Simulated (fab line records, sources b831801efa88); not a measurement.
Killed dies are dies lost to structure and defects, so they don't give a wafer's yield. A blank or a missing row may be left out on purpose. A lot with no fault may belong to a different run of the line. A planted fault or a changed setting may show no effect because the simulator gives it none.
fab line records | flow sky130
record: lots: 4 | wafers: 12 | lastDay: 49
route steps=708 shown VIA3@581 METAL4@598 CAP2M@603 PAD_OPEN@708
lots untouched by any fault: they come from a run of this same line in which no faults occurred
startH: hours from the record's opening day to when the first of the lot's shown wafers began | waitH: time in hours since the lot's previous step | " the same as in the row above | L1.1+2: a single row standing in for several wafers | - no value, or no start given | * or withheld: withheld | < > ~ a bound
route shown NAME@n: NAME is a module with steps in the file, n the number in the route of the first one | usual: mean/standard deviation of fault-free wafers | same: alike in all rows | chamber/n: place in a boat | sites: per-site readings | _std_site: standard deviation of those values | _edge_site: inner sites' mean taken away from outer sites' mean | radiusMm: for every site, how far away it sits from the centre of the wafer | mask NAME#n: copy n | behind: the tool/chamber that last shaped the wafer | hold: cause of the lot's hold/its duration in hours/its outcome | device: the transistor (n, p or np) that didn't switch | end of line: the same wafers' tests at the end of the route | where a step has no rows: the recipe by itself | killed: the dies lost at the first sort to structure and to defects; this is not the yield of the wafer | map: a wafer's dies, x killed, . not, _ none there
set.NAME: the setting as run; set.NAME@STEP: as run at that earlier step | model.NAME: the simulator's own value behind a step, which no gauge read
lots at some steps of the route; a table a step, a row a wafer
services: a tool's chamber out of use, with start hour (startH, from the record's first day; less than 0 if before it), hours out, and reason
== steps ==
step: SKY_VIA3_SOFTBAKE_08
recipe: tempC: 100 | timeS: 90 | resist: KrF-thick
step: SKY_VIA3_EXPOSE_09
recipe: maskId: VIM3 | na: 0.8 | sourceShape: annular | sigmaInner: 0.55 | sigmaOuter: 0.85 | targetCdNm: 200 | doseMj: 38
step: SKY_VIA3_PEB_10
recipe: pebTempC: withheld | pebTimeS: withheld | resist: KrF-thick
step: SKY_VIA3_DEVELOP_11
recipe: developTimeS: 60 | resist: KrF-thick | devTempC: 21
step: SKY_VIA3_ETCH_14
recipe: chemistry: N2/H2 | target: BARC | ionEnergyEv: 200 | sourceW: 500 | biasW: 100 | pressureMtorr: 30 | n2FlowSccm: 100 | h2FlowSccm: 200 | stopOn: SiO2 | timeS: 45.9 | targetDepthA: 600
step: SKY_VIA3_ETCH_15
recipe: target: SiO2 | chemistry: C4F8/O2/Ar | targetDepthNm: 507 | stopOn: TiN | maskMaterial: KrF-thick | sourceW: 1500 | biasW: 1200 | pressureMtorr: 40 | c4f8FlowSccm: withheld | O2_flow_sccm: 6 | Ar_flow_sccm: 300 | timeS: 78
step: SKY_VIA3_STRIP_16
recipe: chemistry: O2/N2 | powerW: 1400 | pressureMtorr: 1500 | platenTempC: withheld | o2FlowSccm: 3000 | n2FlowSccm: 300 | overashFraction: 0.5
step: SKY_VIA3_STRIP_17
recipe: chemistry: postEtchResidueRemover | timeS: 1200 | tempC: 72.5
step: SKY_VIA3_CLEAN_18
recipe: chemistry: IPA | timeS: 180 | tempC: 25
step: SKY_VIA3_CLEAN_19
recipe: chemistry: O3/DIW | dry: n2Spin
step: SKY_VIA3_SPUTTER_20
recipe: material: TiN | targetThkNm: 20 | chamberPressurePa: 5 | powerW: 4000 | timeS: 80
usual: chamberPressurePa: 4.999/0.011 | throttleValvePct: 29.7/1.1
lot.wafer | tool          | chamber | startH  | waitH | chamberPressurePa | throttleValvePct
L586.2    | pvdSputter-03 | -       | 940.20  | 0.0   | 5.006             | 30.3
L586.3    | "             | -       | "       | "     | 4.987             | 30.2
L586.5    | "             | -       | "       | "     | 5.002             | 32.0
L588.3    | pvdSputter-01 | -       | 962.93  | 0.0   | 5.002             | 28.8
L588.5    | "             | -       | "       | "     | 4.989             | 28.5
L588.6    | "             | -       | "       | "     | 4.996             | 30.6
L600.2    | pvdSputter-01 | -       | 1032.69 | 0.0   | 4.992             | 30.4
L600.4    | "             | -       | "       | "     | 5.015             | 28.2
L600.5    | "             | -       | "       | "     | 4.994             | 28.6
L601.1    | pvdSputter-01 | -       | 1037.00 | 0.0   | 4.995             | 28.7
L601.4    | "             | -       | "       | "     | 4.996             | 28.4
L601.6    | "             | -       | "       | "     | 4.999             | 28.8
step: SKY_VIA3_CVD_21
recipe: material: W | targetThkNm: 390 | timeS: 117.31 | tempC: 400 | pressureTorr: 40
step: SKY_VIA3_CMP_24
recipe: stopOn: SiO2 | tOverpolishS: 20 | downForcePsi: 3.5 | platenRpm: 60 | targetThkNm: 0 | padVelocityMS: 0.94248
step: SKY_METAL4_SPUTTER_00
recipe: material: Ti | targetThkNm: 15 | powerW: 2927 | timeS: 10 | chamberPressurePa: 0.4
step: SKY_METAL4_SPUTTER_01
recipe: material: TiN | targetThkNm: 20 | powerW: 6500 | timeS: 16.7 | chamberPressurePa: 0.4
step: SKY_METAL4_SPUTTER_02
recipe: material: AlCu | targetThkNm: 735 | powerW: 10600 | timeS: 39.1 | chamberPressurePa: 0.4
step: SKY_METAL4_SPUTTER_03
recipe: material: Ti | targetThkNm: 5 | powerW: 3000 | timeS: 3.3 | chamberPressurePa: 0.4
step: SKY_METAL4_SPUTTER_04
recipe: material: TiN | targetThkNm: 70 | powerW: 6500 | timeS: 58.3 | chamberPressurePa: 0.4
step: SKY_CAP2M_CVD_00
recipe: material: SiO2 | targetThkNm: 15.5 | tempC: 400 | timeS: withheld | rfW: 450
step: SKY_CAP2M_SPUTTER_02
recipe: material: TiN | targetThkNm: 200 | tempC: 300 | powerW: 6500 | timeS: 166.7 | chamberPressurePa: 0.4
step: SKY_CAP2M_DEHYDRATE_05
recipe: tempC: 200 | timeS: 60
step: SKY_CAP2M_HMDS_06
recipe: primeTimeS: 60 | primeTempC: 120
step: SKY_CAP2M_COAT_07
recipe: resist: NOVOLAK | spinRpm: 3000 | resistThkNm: 1140
step: SKY_CAP2M_SOFTBAKE_08
recipe: tempC: 90 | timeS: 60 | resist: NOVOLAK
step: SKY_CAP2M_EXPOSE_09
recipe: maskId: CAP2M | na: 0.6 | sourceShape: conventional | sigmaOuter: 0.6 | polarization: unpolarized | targetCdNm: 1000 | doseMj: 159
step: SKY_CAP2M_PEB_10
recipe: tempC: withheld | timeS: * | resist: NOVOLAK
step: SKY_CAP2M_DEVELOP_11
recipe: resist: NOVOLAK | developer: TMAH | developTimeS: 60 | devTempC: 23
step: SKY_CAP2M_METAL_ETCH_13
recipe: targetDepthNm: 220 | stopOn: SiO2 | chemistry: Cl2/BCl3 | target: TiN | pressureMtorr: 9.836 | icpW: 900 | biasW: 48.5 | Cl2_flow_sccm: 60 | bcl3FlowSccm: 30 | timeS: 62.9
step: SKY_CAP2M_STRIP_14
recipe: chemistry: O2/N2 | powerW: 1400 | pressureMtorr: 1500 | platenTempC: withheld | o2FlowSccm: 3000 | n2FlowSccm: 300 | overashFraction: 0.5
step: SKY_CAP2M_STRIP_15
recipe: chemistry: postEtchResidueRemover | timeS: 1200 | tempC: 72.5
step: SKY_CAP2M_CLEAN_16
recipe: chemistry: IPA | timeS: 180 | tempC: 25
step: SKY_CAP2M_CLEAN_17
recipe: chemistry: O3/DIW | dry: n2Spin
step: SKY_METAL4_DEHYDRATE_05
recipe: tempC: 200 | timeS: 60
step: SKY_METAL4_HMDS_06
recipe: primeTimeS: 60 | primeTempC: 120
step: SKY_PAD_OPEN_PROBE_99
usual: defectLimitedYield: 82.7/2 | killed_at_M0_to_M3: 42/7.4 | killed_at_M4_up: 3.5/1.9 | killedAtContacts: 24/5.2 | killedAtFrontEnd: 15/4.5 | killedAtOther: 0.2/0.53 | killedDies: 85/9.8 | killedOpen: 46/7.6 | killedShort: 39/6.5 | sort_bin_3_pad_short: 0.9/0.4 | sort_bin_5_function: 10.3/1.5 | sort_bin_6_memory: 6.1/1.1 | sortNPass: 407/9.8 | sortYieldPct: 82.7/2
same: grossDies: 492 | killedAtBackSide: 0 | sort_bin_4_leakage[%]: 0 | sort_bin_8_speed[%]: 0
lot.wafer | tool      | chamber | startH  | waitH | defectLimitedYield[%] | killed_at_M0_to_M3 | killed_at_M4_up | killedAtContacts | killedAtFrontEnd | killedAtOther | killedDies | killedOpen | killedShort | sort_bin_3_pad_short[%] | sort_bin_5_function[%] | sort_bin_6_memory[%] | sortNPass | sortYieldPct[%] | model.etest.tester.sortNPass | model.etest.tester.sortYieldPct | model.etest.tester.sort_bin_5_pct | model.etest.tester.sort_bin_3_pct
L586.2    | prober-01 | -       | 1085.30 | 0.1   | 80.9                  | 38                 | 2               | 39               | 15               | 0             | 94         | 58         | 36          | 0.4                     | 11.2                   | 7.5                  | 398       | 80.9            | 398                          | 80.89                           | 11.18                             | 0.4065
L586.3    | prober-01 | -       | 1085.35 | 0.2   | 79.7                  | 49                 | 5               | 31               | 15               | 0             | 100        | 45         | 55          | 1.2                     | 12.4                   | 6.7                  | 392       | 79.7            | 392                          | 79.67                           | 12.4                              | 1.22
L586.5    | prober-01 | -       | 1085.45 | 0.2   | 83.5                  | 37                 | 3               | 23               | 18               | 0             | 81         | 42         | 39          | 0.4                     | 10.8                   | 5.3                  | 411       | 83.5            | 411                          | 83.54                           | 10.77                             | 0.4065
L600.2    | prober-01 | -       | 1165.77 | 0.1   | 83.5                  | 30                 | 3               | 35               | 13               | 0             | 81         | 44         | 37          | 1.0                     | 9.8                    | 5.7                  | 411       | 83.5            | 411                          | 83.54                           | 9.756                             | 1.016
L600.4    | prober-01 | -       | 1165.87 | 0.2   | 73.8                  | 94                 | 3               | 16               | 16               | 0             | 129        | 40         | 47          | 3.3                     | 16.7                   | 6.3                  | 363       | 73.8            | 363                          | 73.78                           | 16.67                             | 3.252
L600.5    | prober-01 | -       | 1165.92 | 0.2   | 82.5                  | 36                 | 3               | 24               | 23               | 0             | 86         | 54         | 32          | 0.8                     | 10.2                   | 6.5                  | 406       | 82.5            | 406                          | 82.52                           | 10.16                             | 0.813
L601.1    | prober-02 | -       | 1167.62 | 0.1   | 82.3                  | 49                 | 5               | 15               | 18               | 0             | 87         | 53         | 34          | 1.0                     | 11.6                   | 5.1                  | 405       | 82.3            | 405                          | 82.32                           | 11.59                             | 1.016
L601.4    | prober-02 | -       | 1167.77 | 0.2   | 75.8                  | 79                 | 5               | 26               | 9                | 0             | 119        | 40         | 33          | 3.0                     | 16.7                   | 4.5                  | 373       | 75.8            | 373                          | 75.81                           | 16.67                             | 3.049
L601.6    | prober-02 | -       | 1167.87 | 0.2   | 83.9                  | 43                 | 6               | 19               | 11               | 0             | 79         | 46         | 33          | 0.6                     | 10.0                   | 5.5                  | 413       | 83.9            | 413                          | 83.94                           | 9.959                             | 0.6098
killed by level:class
L586.2 CONTACT:geometricParticle:open=15 CONTACT:geometricParticle:short=10 POLY_GATE:geometricParticle:open=9 LI_CONTACT:geometricParticle:open=7 VIA1:geometricParticle:open=7 METAL1:geometricParticle:open=5 FIELD_ISO:geometricParticle:open=4 VIA3:geometricParticle:open=4
L586.3 VIA1:geometricParticle:open=11 CONTACT:geometricParticle:short=9 VIA1:geometricParticle:short=8 LI_CONTACT:geometricParticle:open=8 LOCAL_INTERCONNECT:geometricParticle:short=7 METAL1:geometricParticle:short=7 CONTACT:geometricParticle:open=6 VIA3:geometricParticle:open=6
L586.5 VIA1:geometricParticle:open=10 CONTACT:geometricParticle:open=7 VIA2:geometricParticle:open=7 POLY_GATE:geometricParticle:short=5 LI_CONTACT:geometricParticle:open=5 CONTACT:geometricParticle:short=5 FIELD_ISO:geometricParticle:open=4 METAL1:geometricParticle:short=4
L600.2 CONTACT:geometricParticle:open=14 VIA1:geometricParticle:open=10 LOCAL_INTERCONNECT:geometricParticle:short=6 VIA1:geometricParticle:short=6 LI_CONTACT:geometricParticle:short=5 LI_CONTACT:geometricParticle:open=5 FIELD_ISO:geometricParticle:open=3 FIELD_ISO:geometricParticle:short=3
L600.4 VIA3:unspecified=42 VIA3:geometricParticle:open=10 VIA1:geometricParticle:open=8 METAL2:geometricParticle:short=8 VIA2:geometricParticle:open=6 METAL3:geometricParticle:short=5 VIA3:geometricParticle:short=5 FIELD_ISO:geometricParticle:short=4
L600.5 FIELD_ISO:geometricParticle:open=10 CONTACT:geometricParticle:open=9 LI_CONTACT:geometricParticle:open=8 VIA1:geometricParticle:open=8 VIA2:geometricParticle:open=8 VIA3:geometricParticle:open=6 FIELD_ISO:geometricParticle:short=5 METAL2:geometricParticle:short=4
L601.1 VIA1:geometricParticle:open=13 METAL1:geometricParticle:short=8 VIA2:geometricParticle:open=8 FIELD_ISO:geometricParticle:short=6 VIA3:geometricParticle:open=6 LI_CONTACT:geometricParticle:open=6 CONTACT:geometricParticle:open=5 VIA1:geometricParticle:short=5
L601.4 VIA3:unspecified=46 CONTACT:geometricParticle:open=9 VIA3:geometricParticle:open=8 LI_CONTACT:geometricParticle:open=7 CONTACT:geometricParticle:short=5 METAL1:geometricParticle:short=5 METAL2:geometricParticle:short=5 LOCAL_INTERCONNECT:geometricParticle:short=4
L601.6 VIA2:geometricParticle:open=12 CONTACT:geometricParticle:open=9 VIA1:geometricParticle:open=7 METAL1:geometricParticle:short=6 VIA3:geometricParticle:open=6 LI_CONTACT:geometricParticle:open=4 LI_CONTACT:geometricParticle:short=4 METAL2:geometricParticle:short=4
map L600.4 (x killed, . not)
__________x...x....x_________
________.........x..x._______
______xxxx......xx.x...._____
_____xxx........x........____
____xxxxxx........x....x..___
___xxxxxxx..........x.....x__
__xxxxxxxx..xx...........x.._
_xxxxxxxx.x.............x...x
_.xxxxxxx..x...x.x..........x
_...xx..xx...................
_...x.x...xxx............x.x.
_....x....x.x...x...x.x....x.
_...x.xxx......x....x.......x
_.........x...xx.....xx..xxx.
_..x..x...............x..xx..
__.......x...x......x.x....._
___x......x...x.........x..__
____..x...x...x.....xx....___
_____x..x..x.x.x...x.....____
______x.......x........._____
________...........x.._______
__________....xx...x_________
map L601.4 (x killed, . not)
__________...xx.x..._________
________.....xx......._______
______.....x...x....x..._____
_____xxxxx..x..........x.____
____xxxxx.x..x..x.........___
___xxxxxxxx..x.x..xx.......__
__xxxxxxxxx................._
_.xxxxxxxx....x..........xx..
_.xxxxxxxx.........xx........
_...xxx....x......x...xx.x...
_.x.x...x......x.............
_..xx........x...............
_....x.......x.....x.........
_x.x..x......x......x......x.
_...x...xx..x..xx...x........
__.......x....x..x...x......_
___....x.....x.x..x....x...__
____......x..x.........x..___
_____...xx.......x......x____
______...x......x.x....._____
________........xx...._______
__________.....xx..._________
== services ==
tool          | chamber | startH | hours | kind
pvdSputter-01 | 0       | 974.16 | -     | consumableReplace:kit
pvdSputter-01 | 0       | 974.16 | 18.0  | scheduledDown
pvdSputter-01 | 0       | 974.16 | 18.0  | ventCycle
== key ==
firstSign: step: SKY_PAD_OPEN_PROBE_99 | reading: killed_at_M0_to_M3 | direction: up | sigmas: 6 | usual: 42 | struck: 86
effect: step: SKY_PAD_OPEN_PROBE_99 | reading: sort_bin_3_pad_short | direction: up | sigmas: 5.7 | usual: 0.9 | struck: 3.2
modelEffect: step: SKY_PAD_OPEN_PROBE_99 | value: etest.tester.sortNPass | without: 406 | struck: 368
metAt SKY_VIA3_SPUTTER_20
struckWafers L600.4,L601.4
onsetBetween 962.93 1032.69
fault: kind: chamberParticleSource | tool: pvdSputter-01 | chamber: - | onsetH: 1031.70 | steps: SKY_VIA3_SPUTTER_20 | ratePerVisitCm2: 1.0534 | endH: 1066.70 | scope: struckWafersOnly
